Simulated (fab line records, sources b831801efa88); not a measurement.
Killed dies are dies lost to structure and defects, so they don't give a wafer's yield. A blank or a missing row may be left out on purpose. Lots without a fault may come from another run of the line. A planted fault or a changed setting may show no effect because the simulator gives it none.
fab line records | flow gf180mcu
record lots=5 wafers=15 last_day=34
route steps=602 shown LVPWELL@54 MVSD@66 MVPSD@78 VT_IMPLANT@90
lots that met no fault: from a run of the same line without faults
start_h: hours from the record's first day to the start of the lot's first wafer shown | wait_h: hours since the lot's step before | " the same as in the row above | L1.1+2: a row that stands for several wafers | - no value, or no start given | * or withheld: withheld | < > ~ a bound
route shown NAME@n: a module of which the file shows steps, and the number in the route of the first | usual: mean/standard deviation of fault-free wafers | same: alike in all rows | chamber/n: place in a boat | sites: the reading at each site | _std_site: their standard deviation | _edge_site: outer sites' mean less inner sites' | radius_mm: how far each site lies from the wafer's centre | mask NAME#n: copy n | behind: the tool/chamber that last shaped the wafer | hold: why the lot was held/for how many hours/how that ended | device: the transistor (n, p or np) that didn't switch | end of line: the same wafers' tests at the end of the route | a step without rows: its recipe alone | killed: dies lost to structure and defects at the first sort, not the wafer's yield | map: a wafer's dies, x killed, . not, _ none there
set.NAME: the setting as run; set.NAME@STEP: as run at that earlier step | model.NAME: the simulator's own value behind a step, which no gauge read
lots at some steps of the route; a table a step, a row a wafer
services: from which hour (start_h, from the record's first day; less than 0 if before it) a tool's chamber was out of use, for how many hours, and why
## steps
# step GF_LVPWELL_DEHYDRATE_00
# recipe temp_c=200 time_s=60
# columns lot.wafer tool chamber start_h wait_h
L081.1+3+4 litho_track-04 0 99.77 6.3
L085.3+4+5 litho_track-03 0 123.04 7.0
L086.2+4+5 litho_track-03 0 126.97 6.6
L092.1+2+4 litho_track-03 0 162.59 7.1
L095.1+2+4 litho_track-02 0 183.14 7.4
# step GF_LVPWELL_HMDS_01
# recipe prime_time_s=60 prime_temp_c=120
# columns lot.wafer tool chamber start_h wait_h
L081.1+3+4 litho_track-04 0 99.92 0.1
L085.3+4+5 litho_track-03 0 123.19 0.1
L086.2+4+5 litho_track-03 0 127.12 0.1
L092.1+2+4 litho_track-03 0 162.74 0.1
L095.1+2+4 litho_track-02 0 183.29 0.1
# step GF_LVPWELL_COAT_02
# recipe spin_rpm=2000 resist_thk_nm=3000
# usual spin_speed_rpm=1999.8/1.1
# columns lot.wafer tool chamber start_h wait_h spin_speed_rpm
L081.1 litho_track-04 0 100.07 0.1 2000.1
L081.3 " 0 " " 1999.8
L081.4 " 0 " " 2001.5
L085.3 litho_track-03 0 123.34 0.1 1999.2
L085.4 " 0 " " 1998.7
L085.5 " 0 " " 1999.3
L086.2 litho_track-03 0 127.27 0.1 2000.1
L086.4 " 0 " " 2002.1
L086.5 " 0 " " 2000.5
L092.1 litho_track-03 0 162.89 0.1 1999.2
L092.2 " 0 " " 1998.3
L092.4 " 0 " " 1999.0
L095.1 litho_track-02 0 183.44 0.1 2000.3
L095.2 " 0 " " 1998.8
L095.4 " 0 " " 2000.6
# step GF_LVPWELL_SOFTBAKE_03
# recipe temp_c=110 time_s=withheld
# columns lot.wafer tool chamber start_h wait_h
L081.1+3+4 litho_track-04 0 100.22 0.1
L085.3+4+5 litho_track-03 0 123.51 0.1
L086.2+4+5 litho_track-03 0 127.43 0.1
L092.1+2+4 litho_track-03 0 163.04 0.1
L095.1+2+4 litho_track-02 0 183.59 0.1
# step GF_LVPWELL_EXPOSE_04
# recipe mask_id=LVPWELL target_cd_nm=600 na=0.6 source_shape=conventional sigma_outer=0.6 dose_mj=260
# same sigma_outer=0.6
# columns lot.wafer tool chamber start_h wait_h mask
L081.1+3+4 iline_stepper-01 0 - - LVPWELL#0
L085.3+4+5 iline_stepper-01 0 - - LVPWELL#0
L086.2+4+5 iline_stepper-01 0 - - LVPWELL#0
L092.1+2+4 iline_stepper-01 0 - - LVPWELL#0
L095.1+2+4 iline_stepper-02 0 - - LVPWELL#0
# step GF_LVPWELL_PEB_05
# recipe temp_c=115 time_s=withheld
# columns lot.wafer tool chamber start_h wait_h
L081.1+3+4 litho_track-02 0 - -
L085.3+4+5 litho_track-02 0 - -
L086.2+4+5 litho_track-02 0 - -
L092.1+2+4 litho_track-02 0 - -
L095.1+2+4 litho_track-04 0 - -
# step GF_LVPWELL_DEVELOP_06
# recipe wall_angle_deg=90 develop_time_s=60 dev_temp_c=23
# columns lot.wafer tool chamber start_h wait_h
L081.1+3+4 litho_track-02 0 - -
L085.3+4+5 litho_track-02 0 - -
L086.2+4+5 litho_track-02 0 - -
L092.1+2+4 litho_track-02 0 - -
L095.1+2+4 litho_track-04 0 - -
# step GF_LVPWELL_OVL_MEAS_07
# usual LVPWELL_OVL=-0.3/1.4
# columns lot.wafer tool chamber start_h wait_h LVPWELL_OVL[nm]
L081.1 overlay-01 - 107.24 - 0.3
L081.3 " - " " -1.4
L081.4 " - " " 0.4
L085.3 overlay-02 - 130.55 - 0.7
L085.4 " - " " -0.3
L085.5 " - " " 0.4
L086.2 overlay-02 - 134.75 - -2.6
L086.4 " - " " 1.4
L086.5 " - " " 0.9
L092.1 overlay-02 - 171.09 - 0.2
L092.2 " - " " 0.4
L092.4 " - " " 1.0
L095.1 overlay-01 - 192.22 - -0.9
L095.2 " - " " -0.3
L095.4 " - " " -3.1
# step GF_LVPWELL_IMPLANT_08
# recipe species=B energy_kev=170 dose_cm2=1.5e+13 tilt_deg=0
# columns lot.wafer tool chamber start_h wait_h
L081.1+3+4 implanter-04 0 107.28 0.0
L085.3+4+5 implanter-02 0 130.63 0.1
L086.2+4+5 implanter-02 0 134.80 0.0
L092.1+2+4 implanter-04 0 171.13 0.0
L095.1+2+4 implanter-02 0 192.25 0.0
# step GF_LVPWELL_IMPLANT_09
# recipe species=B energy_kev=60 dose_cm2=5e+12 tilt_deg=0
# columns lot.wafer tool chamber start_h wait_h
L081.1+3+4 implanter-04 0 107.43 0.1
L085.3+4+5 implanter-02 0 130.78 0.1
L086.2+4+5 implanter-02 0 134.95 0.1
L092.1+2+4 implanter-04 0 171.28 0.1
L095.1+2+4 implanter-02 0 192.40 0.1
# step GF_LVPWELL_STRIP_10
# recipe chemistry=O2/N2 power_w=1400 pressure_mtorr=1500 platen_temp_c=250 o2_flow_sccm=3000 n2_flow_sccm=300 overash_fraction=0.5
# usual drypump_motor_current_A=5.9/0.46 heater_power_w=334/14 oes_product_au=0.723/0.0045 strip_time_to_endpoint_s=36.98/0.11
# columns lot.wafer tool chamber start_h wait_h drypump_motor_current_A heater_power_w oes_product_au rf_hours_counter_h strip_time_to_endpoint_s
L081.1 plasma_asher-04 0 107.58 0.1 5.5 332 0.717 42 37.02
L081.3 " 0 " " 5.5 328 0.721 - 36.98
L081.4 " 1 " " 6.2 358 0.713 - 37.01
L085.3 plasma_asher-01 1 130.91 0.1 5.5 320 0.720 - 37.11
L085.4 " 0 " " 6.4 342 0.730 - 37.00
L085.5 " 1 " " 5.6 320 0.728 - 37.04
L086.2 plasma_asher-01 0 135.08 0.1 6.3 346 0.724 46 36.91
L086.4 " 0 " " 6.4 342 0.728 - 36.83
L086.5 " 1 " " 5.6 319 0.725 - 37.06
L092.1 plasma_asher-03 1 171.43 0.1 6.5 347 0.717 39 37.03
L092.2 " 0 " " 5.3 313 0.726 39 36.95
L092.4 " 1 " " 6.4 338 0.719 - 37.17
L095.1 plasma_asher-04 1 192.55 0.1 6.2 363 0.721 51 37.04
L095.2 " 0 " " 5.5 338 0.728 51 36.98
L095.4 " 1 " " 6.2 354 0.721 - 37.14
# step GF_LVPWELL_TW_MEAS_11
# usual LVPWELL_TW=565.0/2.8
# columns lot.wafer tool chamber start_h wait_h LVPWELL_TW
L081.1 film_metro-02 - 107.68 0.1 563.0
L081.3 " - " " 563.0
L081.4 " - " " 567.1
L085.3 film_metro-01 - 131.00 0.1 565.4
L085.4 " - " " 567.5
L085.5 " - " " 567.8
L086.2 film_metro-01 - 135.19 0.1 567.1
L086.4 " - " " 569.8
L086.5 " - " " 567.3
L092.1 film_metro-01 - 171.53 0.1 568.6
L092.2 " - " " 567.5
L092.4 " - " " 566.5
L095.1 film_metro-01 - 192.65 0.1 569.4
L095.2 " - " " 568.5
L095.4 " - " " 567.1
# step GF_MVSD_DEHYDRATE_00
# recipe temp_c=200 time_s=60
# columns lot.wafer tool chamber start_h wait_h
L081.1+3+4 litho_track-01 0 113.85 6.2
L085.3+4+5 litho_track-03 0 137.69 6.7
L086.2+4+5 litho_track-01 0 141.92 6.7
L092.1+2+4 litho_track-01 0 178.80 7.3
L095.1+2+4 litho_track-02 0 199.94 7.3
# step GF_MVSD_HMDS_01
# recipe prime_time_s=60 prime_temp_c=120
# columns lot.wafer tool chamber start_h wait_h
L081.1+3+4 litho_track-01 0 114.00 0.1
L085.3+4+5 litho_track-03 0 137.84 0.1
L086.2+4+5 litho_track-01 0 142.07 0.1
L092.1+2+4 litho_track-01 0 178.95 0.1
L095.1+2+4 litho_track-02 0 200.09 0.1
# step GF_MVSD_COAT_02
# recipe spin_rpm=2000 resist_thk_nm=3000
# usual spin_speed_rpm=1999.8/1.4
# columns lot.wafer tool chamber start_h wait_h spin_speed_rpm
L081.1 litho_track-01 0 114.15 0.1 2002.2
L081.3 " 0 " " 2002.2
L081.4 " 0 " " 2000.2
L085.3 litho_track-03 0 137.99 0.1 1999.4
L085.4 " 0 " " 1998.2
L085.5 " 0 " " 1997.9
L086.2 litho_track-01 0 142.22 0.1 1998.9
L086.4 " 0 " " 1998.1
L086.5 " 0 " " 1997.6
L092.1 litho_track-01 0 179.10 0.1 1997.3
L092.2 " 0 " " 1999.4
L092.4 " 0 " " 2002.7
L095.1 litho_track-02 0 200.24 0.1 1998.7
L095.2 " 0 " " 2000.7
L095.4 " 0 " " 2000.3
# step GF_MVSD_SOFTBAKE_03
# recipe temp_c=110 time_s=withheld
# columns lot.wafer tool chamber start_h wait_h
L081.1+3+4 litho_track-01 0 114.30 0.1
L085.3+4+5 litho_track-03 0 138.16 0.1
L086.2+4+5 litho_track-01 0 142.38 0.1
L092.1+2+4 litho_track-01 0 179.25 0.1
L095.1+2+4 litho_track-02 0 200.39 0.1
# step GF_MVSD_EXPOSE_04
# recipe mask_id=MVSD target_cd_nm=1000 na=0.6 source_shape=conventional sigma_outer=0.6 dose_mj=260
# same sigma_outer=0.6
# columns lot.wafer tool chamber start_h wait_h mask
L081.1+3+4 iline_stepper-01 0 - - MVSD#0
L085.3+4+5 iline_stepper-02 0 - - MVSD#0
L086.2+4+5 iline_stepper-01 0 - - MVSD#0
L092.1+2+4 iline_stepper-02 0 - - MVSD#0
L095.1+2+4 iline_stepper-01 0 - - MVSD#0
# step GF_MVSD_PEB_05
# recipe temp_c=115 time_s=withheld
# columns lot.wafer tool chamber start_h wait_h
L081.1+3+4 litho_track-02 0 - -
L085.3+4+5 litho_track-01 0 - -
L086.2+4+5 litho_track-02 0 - -
L092.1+2+4 litho_track-01 0 - -
L095.1+2+4 litho_track-02 0 - -
# step GF_MVSD_DEVELOP_06
# recipe wall_angle_deg=90 develop_time_s=60 dev_temp_c=23
# columns lot.wafer tool chamber start_h wait_h
L081.1+3+4 litho_track-02 0 - -
L085.3+4+5 litho_track-01 0 - -
L086.2+4+5 litho_track-02 0 - -
L092.1+2+4 litho_track-01 0 - -
L095.1+2+4 litho_track-02 0 - -
# step GF_MVSD_OVL_MEAS_07
# usual MVSD_OVL=-0.6/1.4
# columns lot.wafer tool chamber start_h wait_h MVSD_OVL[nm]
L081.1 overlay-01 - 121.74 - 0.4
L081.3 " - " " 2.5
L081.4 " - " " 1.8
L085.3 overlay-02 - 145.11 - -3.9
L085.4 " - " " -0.2
L085.5 " - " " -1.5
L086.2 overlay-02 - 149.80 - -0.8
L086.4 " - " " -1.6
L086.5 " - " " -1.9
L092.1 overlay-01 - 188.00 - -1.0
L092.2 " - " " -1.3
L092.4 " - " " -0.1
L095.1 overlay-02 - 209.54 - 1.3
L095.2 " - " " -1.3
L095.4 " - " " 0.6
# step GF_MVSD_IMPLANT_08
# recipe species=P energy_kev=400 dose_cm2=1.6e+13 tilt_deg=0
# columns lot.wafer tool chamber start_h wait_h
L081.1+3+4 implanter-03 0 121.78 0.0
L085.3+4+5 implanter-03 0 145.18 0.1
L086.2+4+5 implanter-01 0 149.85 0.0
L092.1+2+4 implanter-02 0 188.04 0.0
L095.1+2+4 implanter-02 0 209.58 0.0
# step GF_MVSD_IMPLANT_09
# recipe species=P energy_kev=100 dose_cm2=5e+12 tilt_deg=0
# columns lot.wafer tool chamber start_h wait_h
L081.1+3+4 implanter-03 0 121.93 0.1
L085.3+4+5 implanter-03 0 145.33 0.1
L086.2+4+5 implanter-01 0 150.00 0.1
L092.1+2+4 implanter-02 0 188.19 0.1
L095.1+2+4 implanter-02 0 209.73 0.1
# step GF_MVSD_STRIP_10
# recipe chemistry=O2/N2 power_w=1400 pressure_mtorr=1500 platen_temp_c=250 o2_flow_sccm=3000 n2_flow_sccm=300 overash_fraction=0.5
# usual drypump_motor_current_A=6.1/0.5 heater_power_w=338/18 oes_product_au=0.722/0.0045 strip_time_to_endpoint_s=36.97/0.098
# columns lot.wafer tool chamber start_h wait_h drypump_motor_current_A heater_power_w oes_product_au rf_hours_counter_h strip_time_to_endpoint_s
L081.1 plasma_asher-02 0 122.08 0.1 6.8 317 0.720 0 36.95
L081.3 " 0 " " 6.8 316 0.714 - 37.07
L081.4 " 1 " " 6.3 371 0.724 - 37.14
L085.3 plasma_asher-03 0 145.47 0.1 5.3 318 0.720 - 36.99
L085.4 " 1 " " 6.5 347 0.723 - 37.00
L085.5 " 0 " " 5.3 322 0.715 - 37.00
L086.2 plasma_asher-03 1 150.13 0.1 6.4 338 0.728 37 36.89
L086.4 " 0 " " 5.3 326 0.718 - 37.06
L086.5 " 1 " " 6.5 332 0.713 - 36.93
L092.1 plasma_asher-02 1 188.34 0.1 6.2 358 0.720 7 37.01
L092.2 " 0 " " 6.7 318 0.712 7 36.97
L092.4 " 1 " " 6.3 359 0.723 - 37.08
L095.1 plasma_asher-02 0 209.88 0.1 6.7 317 0.728 9 36.84
L095.2 " 1 " " 6.3 364 0.724 9 36.74
L095.4 " 1 " " 6.3 353 0.726 - 36.86
# step GF_MVSD_TW_MEAS_11
# usual MVSD_TW=1595/9.2
# columns lot.wafer tool chamber start_h wait_h MVSD_TW
L081.1 film_metro-02 - 122.18 0.1 1596
L081.3 " - " " 1603
L081.4 " - " " 1605
L085.3 film_metro-02 - 145.55 0.1 1581
L085.4 " - " " 1579
L085.5 " - " " 1586
L086.2 film_metro-02 - 150.24 0.1 1592
L086.4 " - " " 1587
L086.5 " - " " 1595
L092.1 film_metro-04 - 188.44 0.1 1596
L092.2 " - " " 1596
L092.4 " - " " 1603
L095.1 film_metro-04 - 209.98 0.1 1607
L095.2 " - " " 1600
L095.4 " - " " 1602
# step GF_MVPSD_DEHYDRATE_00
# recipe temp_c=200 time_s=60
# columns lot.wafer tool chamber start_h wait_h
L081.1+3+4 litho_track-04 0 128.87 6.7
L085.3+4+5 litho_track-01 0 152.65 7.1
L086.2+4+5 litho_track-03 0 157.17 6.9
L092.1+2+4 litho_track-04 0 196.02 7.6
L095.1+2+4 litho_track-03 0 217.69 7.7
# step GF_MVPSD_HMDS_01
# recipe prime_time_s=60 prime_temp_c=120
# columns lot.wafer tool chamber start_h wait_h
L081.1+3+4 litho_track-04 0 129.02 0.1
L085.3+4+5 litho_track-01 0 152.80 0.1
L086.2+4+5 litho_track-03 0 157.32 0.1
L092.1+2+4 litho_track-04 0 196.17 0.1
L095.1+2+4 litho_track-03 0 217.84 0.1
# step GF_MVPSD_COAT_02
# recipe spin_rpm=2000 resist_thk_nm=3000
# usual spin_speed_rpm=1999.8/1.4
# columns lot.wafer tool chamber start_h wait_h spin_speed_rpm
L081.1 litho_track-04 0 129.17 0.1 2002.4
L081.3 " 0 " " 2000.6
L081.4 " 0 " " 2001.0
L085.3 litho_track-01 0 152.95 0.1 1999.7
L085.4 " 0 " " 2000.8
L085.5 " 0 " " 1999.5
L086.2 litho_track-03 0 157.47 0.1 2000.0
L086.4 " 0 " " 2001.0
L086.5 " 0 " " 1999.3
L092.1 litho_track-04 0 196.32 0.1 1996.6
L092.2 " 0 " " 1998.4
L092.4 " 0 " " 1999.1
L095.1 litho_track-03 0 217.99 0.1 2000.4
L095.2 " 0 " " 1999.8
L095.4 " 0 " " 1999.1
# step GF_MVPSD_SOFTBAKE_03
# recipe temp_c=110 time_s=withheld
# columns lot.wafer tool chamber start_h wait_h
L081.1+3+4 litho_track-04 0 129.32 0.1
L085.3+4+5 litho_track-01 0 153.11 0.1
L086.2+4+5 litho_track-03 0 157.62 0.1
L092.1+2+4 litho_track-04 0 196.47 0.1
L095.1+2+4 litho_track-03 0 218.14 0.1
# step GF_MVPSD_EXPOSE_04
# recipe mask_id=MVPSD target_cd_nm=1000 na=0.6 source_shape=conventional sigma_outer=0.6 dose_mj=260
# same sigma_outer=0.6
# columns lot.wafer tool chamber start_h wait_h mask
L081.1+3+4 iline_stepper-02 0 - - MVPSD#0
L085.3+4+5 iline_stepper-01 0 - - MVPSD#0
L086.2+4+5 iline_stepper-02 0 - - MVPSD#0
L092.1+2+4 iline_stepper-01 0 - - MVPSD#0
L095.1+2+4 iline_stepper-02 0 - - MVPSD#0
# step GF_MVPSD_PEB_05
# recipe temp_c=115 time_s=withheld
# columns lot.wafer tool chamber start_h wait_h
L081.1+3+4 litho_track-04 0 - -
L085.3+4+5 litho_track-01 0 - -
L086.2+4+5 litho_track-03 0 - -
L092.1+2+4 litho_track-04 0 - -
L095.1+2+4 litho_track-01 0 - -
# step GF_MVPSD_DEVELOP_06
# recipe wall_angle_deg=90 develop_time_s=60 dev_temp_c=23
# columns lot.wafer tool chamber start_h wait_h
L081.1+3+4 litho_track-04 0 - -
L085.3+4+5 litho_track-01 0 - -
L086.2+4+5 litho_track-03 0 - -
L092.1+2+4 litho_track-04 0 - -
L095.1+2+4 litho_track-01 0 - -
# step GF_MVPSD_OVL_MEAS_07
# usual MVPSD_OVL=0.2/1.5
# columns lot.wafer tool chamber start_h wait_h MVPSD_OVL[nm]
L081.1 overlay-02 - 136.77 - 1.1
L081.3 " - " " 1.1
L081.4 " - " " -0.3
L085.3 overlay-02 - 161.26 - -1.0
L085.4 " - " " -2.0
L085.5 " - " " -1.9
L086.2 overlay-02 - 165.60 - 0.9
L086.4 " - " " 0.7
L086.5 " - " " 0.8
L092.1 overlay-01 - 205.22 - 0.5
L092.2 " - " " 1.3
L092.4 " - " " 2.0
L095.1 overlay-02 - 227.70 - -1.6
L095.2 " - " " 0.1
L095.4 " - " " 1.3
# step GF_MVPSD_IMPLANT_08
# recipe species=B energy_kev=170 dose_cm2=1.5e+13 tilt_deg=0
# columns lot.wafer tool chamber start_h wait_h
L081.1+3+4 implanter-01 0 136.80 0.0
L085.3+4+5 implanter-04 0 161.33 0.1
L086.2+4+5 implanter-01 0 165.65 0.0
L092.1+2+4 implanter-01 0 205.25 0.0
L095.1+2+4 implanter-03 0 227.73 0.0
# step GF_MVPSD_IMPLANT_09
# recipe species=B energy_kev=40 dose_cm2=5e+12 tilt_deg=0
# columns lot.wafer tool chamber start_h wait_h
L081.1+3+4 implanter-01 0 136.95 0.1
L085.3+4+5 implanter-04 0 161.48 0.1
L086.2+4+5 implanter-01 0 165.80 0.1
L092.1+2+4 implanter-01 0 205.40 0.1
L095.1+2+4 implanter-03 0 227.88 0.1
# step GF_MVPSD_STRIP_10
# recipe chemistry=O2/N2 power_w=1400 pressure_mtorr=1500 platen_temp_c=250 o2_flow_sccm=3000 n2_flow_sccm=300 overash_fraction=0.5
# usual drypump_motor_current_A=6.1/0.53 heater_power_w=332/16 oes_product_au=0.723/0.0044 strip_time_to_endpoint_s=36.95/0.1
# columns lot.wafer tool chamber start_h wait_h drypump_motor_current_A heater_power_w oes_product_au rf_hours_counter_h strip_time_to_endpoint_s
L081.1 plasma_asher-03 0 137.10 0.1 5.3 314 0.718 36 36.96
L081.3 " 1 " " 6.4 349 0.722 - 36.96
L081.4 " 0 " " 5.4 311 0.722 - 36.97
L085.3 plasma_asher-02 1 161.62 0.1 6.3 362 0.718 - 37.09
L085.4 " 0 " " 6.7 315 0.720 - 36.92
L085.5 " 0 " " 6.7 315 0.724 - 36.92
L086.2 plasma_asher-02 0 165.93 0.1 6.7 319 0.723 5 36.86
L086.4 " 0 " " 6.7 315 0.712 - 36.92
L086.5 " 0 " " 6.7 318 0.725 - 36.91
L092.1 plasma_asher-03 1 205.55 0.1 6.4 345 0.723 43 36.99
L092.2 " 0 " " 5.3 312 0.718 43 36.90
L092.4 " 0 " " 5.3 320 0.723 - 37.02
L095.1 plasma_asher-01 1 228.03 0.1 5.6 319 0.726 56 36.91
L095.2 " 0 " " 6.4 344 0.730 56 37.03
L095.4 " 0 " " 6.3 341 0.718 - 36.86
# step GF_MVPSD_TW_MEAS_11
# usual MVPSD_TW=559/3.3
# columns lot.wafer tool chamber start_h wait_h MVPSD_TW
L081.1 film_metro-02 - 137.20 0.1 558
L081.3 " - " " 561
L081.4 " - " " 558
L085.3 film_metro-01 - 161.70 0.1 562
L085.4 " - " " 562
L085.5 " - " " 559
L086.2 film_metro-01 - 166.04 0.1 561
L086.4 " - " " 558
L086.5 " - " " 560
L092.1 film_metro-02 - 205.65 0.1 556
L092.2 " - " " 557
L092.4 " - " " 551
L095.1 film_metro-02 - 228.13 0.1 560
L095.2 " - " " 561
L095.4 " - " " 558
# step GF_VT_IMPLANT_DEHYDRATE_00
# recipe temp_c=200 time_s=60
# columns lot.wafer tool chamber start_h wait_h
L081.1+3+4 litho_track-01 0 143.80 6.6
L085.3+4+5 litho_track-02 0 168.94 7.2
L086.2+4+5 litho_track-04 0 174.39 8.3
L092.1+2+4 litho_track-04 0 213.82 8.2
L095.1+2+4 litho_track-02 0 236.49 8.3
# step GF_VT_IMPLANT_HMDS_01
# recipe prime_time_s=60 prime_temp_c=120
# columns lot.wafer tool chamber start_h wait_h
L081.1+3+4 litho_track-01 0 143.95 0.1
L085.3+4+5 litho_track-02 0 169.09 0.1
L086.2+4+5 litho_track-04 0 174.54 0.1
L092.1+2+4 litho_track-04 0 213.97 0.1
L095.1+2+4 litho_track-02 0 236.64 0.1
# step GF_VT_IMPLANT_COAT_02
# recipe resist=NOVOLAK spin_rpm=3000 resist_thk_nm=1000
# usual spin_speed_rpm=2999.8/2.3
# columns lot.wafer tool chamber start_h wait_h spin_speed_rpm
L081.1 litho_track-01 0 144.10 0.1 2999.4
L081.3 " 0 " " 2995.9
L081.4 " 0 " " 3002.7
L085.3 litho_track-02 0 169.24 0.1 3001.2
L085.4 " 0 " " 2999.1
L085.5 " 0 " " 3001.7
L086.2 litho_track-04 0 174.69 0.1 2998.9
L086.4 " 0 " " 2997.0
L086.5 " 0 " " 2998.8
L092.1 litho_track-04 0 214.12 0.1 2999.8
L092.2 " 0 " " 3000.2
L092.4 " 0 " " 2997.7
L095.1 litho_track-02 0 236.79 0.1 3000.2
L095.2 " 0 " " 3000.8
L095.4 " 0 " " 3002.6
# step GF_VT_IMPLANT_SOFTBAKE_03
# recipe temp_c=90 time_s=60 resist=NOVOLAK
# columns lot.wafer tool chamber start_h wait_h
L081.1+3+4 litho_track-01 0 144.25 0.1
L085.3+4+5 litho_track-02 0 169.39 0.1
L086.2+4+5 litho_track-04 0 174.84 0.1
L092.1+2+4 litho_track-04 0 214.27 0.1
L095.1+2+4 litho_track-02 0 236.94 0.1
# step GF_VT_IMPLANT_EXPOSE_04
# recipe mask_id=LVPWELL_LV_AREA target_cd_nm=600 na=0.6 source_shape=conventional sigma_outer=0.6 dose_mj=140
# same sigma_outer=0.6
# columns lot.wafer tool chamber start_h wait_h mask
L081.1+3+4 iline_stepper-02 0 - - LVPWELL_LV_AREA#0
L085.3+4+5 iline_stepper-02 0 - - LVPWELL_LV_AREA#0
L086.2+4+5 iline_stepper-01 0 - - LVPWELL_LV_AREA#0
L092.1+2+4 iline_stepper-02 0 - - LVPWELL_LV_AREA#0
L095.1+2+4 iline_stepper-02 0 - - LVPWELL_LV_AREA#0
# step GF_VT_IMPLANT_PEB_05
# recipe temp_c=withheld time_s=* resist=NOVOLAK
# columns lot.wafer tool chamber start_h wait_h
L081.1+3+4 litho_track-02 0 - -
L085.3+4+5 litho_track-02 0 - -
L086.2+4+5 litho_track-02 0 - -
L092.1+2+4 litho_track-02 0 - -
L095.1+2+4 litho_track-02 0 - -
# step GF_VT_IMPLANT_DEVELOP_06
# recipe develop_time_s=60 dev_temp_c=23
# columns lot.wafer tool chamber start_h wait_h
L081.1+3+4 litho_track-02 0 151.99 0.1
L085.3+4+5 litho_track-02 0 177.24 0.1
L086.2+4+5 litho_track-02 0 182.42 0.1
L092.1+2+4 litho_track-02 0 222.54 0.1
L095.1+2+4 litho_track-02 0 245.99 0.1
# step GF_VT_IMPLANT_OVL_MEAS_07
# usual VT_IMPLANT_OVL=-0.9/1.4
# columns lot.wafer tool chamber start_h wait_h VT_IMPLANT_OVL[nm]
L081.1 overlay-02 - 152.14 0.1 0.5
L081.3 " - " " 0.6
L081.4 " - " " 2.1
L085.3 overlay-02 - 177.35 0.1 -1.8
L085.4 " - " " -1.5
L085.5 " - " " -0.2
L086.2 overlay-01 - 182.55 0.1 -0.3
L086.4 " - " " -1.5
L086.5 " - " " -0.2
L092.1 overlay-02 - 222.72 0.2 -1.1
L092.2 " - " " -1.8
L092.4 " - " " 1.0
L095.1 overlay-01 - 246.14 0.1 -1.5
L095.2 " - " " -1.8
L095.4 " - " " -0.7
# step GF_VT_IMPLANT_IMPLANT_08
# recipe species=BF2 energy_kev=20 dose_cm2=8.29e+12 tilt_deg=7
# columns lot.wafer tool chamber start_h wait_h
L081.1+3+4 implanter-02 0 152.18 0.0
L085.3+4+5 implanter-02 0 177.43 0.1
L086.2+4+5 implanter-03 0 182.60 0.0
L092.1+2+4 implanter-03 0 222.76 0.0
L095.1+2+4 implanter-03 0 246.18 0.0
# step GF_VT_IMPLANT_STRIP_09
# recipe chemistry=O2/N2 power_w=1400 pressure_mtorr=1500 platen_temp_c=250 o2_flow_sccm=3000 n2_flow_sccm=300 overash_fraction=0.5
# usual drypump_motor_current_A=6.0/0.42 heater_power_w=340/16 oes_product_au=0.716/0.0043 strip_time_to_endpoint_s=12.64/0.039
# columns lot.wafer tool chamber start_h wait_h drypump_motor_current_A heater_power_w oes_product_au rf_hours_counter_h strip_time_to_endpoint_s
L081.1 plasma_asher-01 0 152.33 0.1 6.3 344 0.715 48 12.66
L081.3 " 0 " " 6.4 333 0.730 - 12.66
L081.4 " 1 " " 5.6 317 0.713 - 12.67
L085.3 plasma_asher-01 0 177.56 0.1 6.3 339 0.720 - 12.71
L085.4 " 1 " " 5.6 315 0.715 - 12.70
L085.5 " 0 " " 6.3 343 0.719 - 12.72
L086.2 plasma_asher-04 0 182.73 0.1 5.5 339 0.711 50 12.58
L086.4 " 0 " " 5.5 327 0.718 - 12.53
L086.5 " 0 " " 5.5 324 0.717 - 12.54
L092.1 plasma_asher-02 1 222.91 0.1 6.3 359 0.713 10 12.64
L092.2 " 0 " " 6.7 322 0.717 10 12.68
L092.4 " 1 " " 6.3 362 0.717 - 12.70
L095.1 plasma_asher-04 1 246.33 0.1 6.2 356 0.723 57 12.62
L095.2 " 0 " " 5.5 340 0.717 57 12.64
L095.4 " 1 " " 6.2 358 0.722 - 12.63
# step GF_VT_IMPLANT_TW_MEAS_10
# usual VT_IMPLANT_TW=566/3.9
# columns lot.wafer tool chamber start_h wait_h VT_IMPLANT_TW
L081.1 film_metro-03 - 152.43 0.1 561
L081.3 " - " " 561
L081.4 " - " " 562
L085.3 film_metro-03 - 177.65 0.1 564
L085.4 " - " " 562
L085.5 " - " " 563
L086.2 film_metro-03 - 182.84 0.1 562
L086.4 " - " " 564
L086.5 " - " " 561
L092.1 film_metro-02 - 223.01 0.1 571
L092.2 " - " " 565
L092.4 " - " " 569
L095.1 film_metro-01 - 246.43 0.1 569
L095.2 " - " " 568
L095.4 " - " " 566
# step GF_VT_IMPLANT_DEHYDRATE_11
# recipe temp_c=200 time_s=60
# columns lot.wafer tool chamber start_h wait_h
L081.1+3+4 litho_track-02 0 159.74 7.3
L085.3+4+5 litho_track-02 0 185.64 8.0
L086.2+4+5 litho_track-04 0 190.94 8.1
L092.1+2+4 litho_track-02 0 231.29 8.3
L095.1+2+4 litho_track-01 0 255.39 9.0
# step GF_VT_IMPLANT_HMDS_12
# recipe prime_time_s=60 prime_temp_c=120
# columns lot.wafer tool chamber start_h wait_h
L081.1+3+4 litho_track-02 0 159.89 0.1
L085.3+4+5 litho_track-02 0 185.79 0.1
L086.2+4+5 litho_track-04 0 191.09 0.1
L092.1+2+4 litho_track-02 0 231.44 0.1
L095.1+2+4 litho_track-01 0 255.54 0.1
## services
# columns tool chamber start_h hours kind
implanter-03 - 84.95 5.9 repair
litho_track-04 - 98.68 - consumable_replace:filter
implanter-03 - 108.42 3.7 pm
plasma_asher-02 - 108.75 9.0 pm
plasma_asher-02 0 108.75 9.0 vent_cycle
plasma_asher-02 1 108.75 9.0 vent_cycle
implanter-04 - 115.04 11.6 repair
iline_stepper-02 - 117.54 0.8 pm
plasma_asher-02 0 117.75 - clean
plasma_asher-02 1 117.75 - clean
iline_stepper-02 - 131.70 1.7 pm
implanter-04 - 135.41 5.5 repair
iline_stepper-02 0 137.26 - calibration
iline_stepper-01 0 148.14 - calibration
plasma_asher-03 - 151.24 1.9 repair
litho_track-02 - 175.80 - consumable_replace:filter
plasma_asher-02 - 176.74 6.5 pm
litho_track-03 - 183.79 - consumable_replace:filter
plasma_asher-01 - 235.82 14.0 repair
iline_stepper-01 - 236.09 1.6 repair
plasma_asher-02 - 248.36 1.0 repair
plasma_asher-02 - 249.38 14.6 pm
iline_stepper-02 - 252.32 8.9 pm
## key
fault none
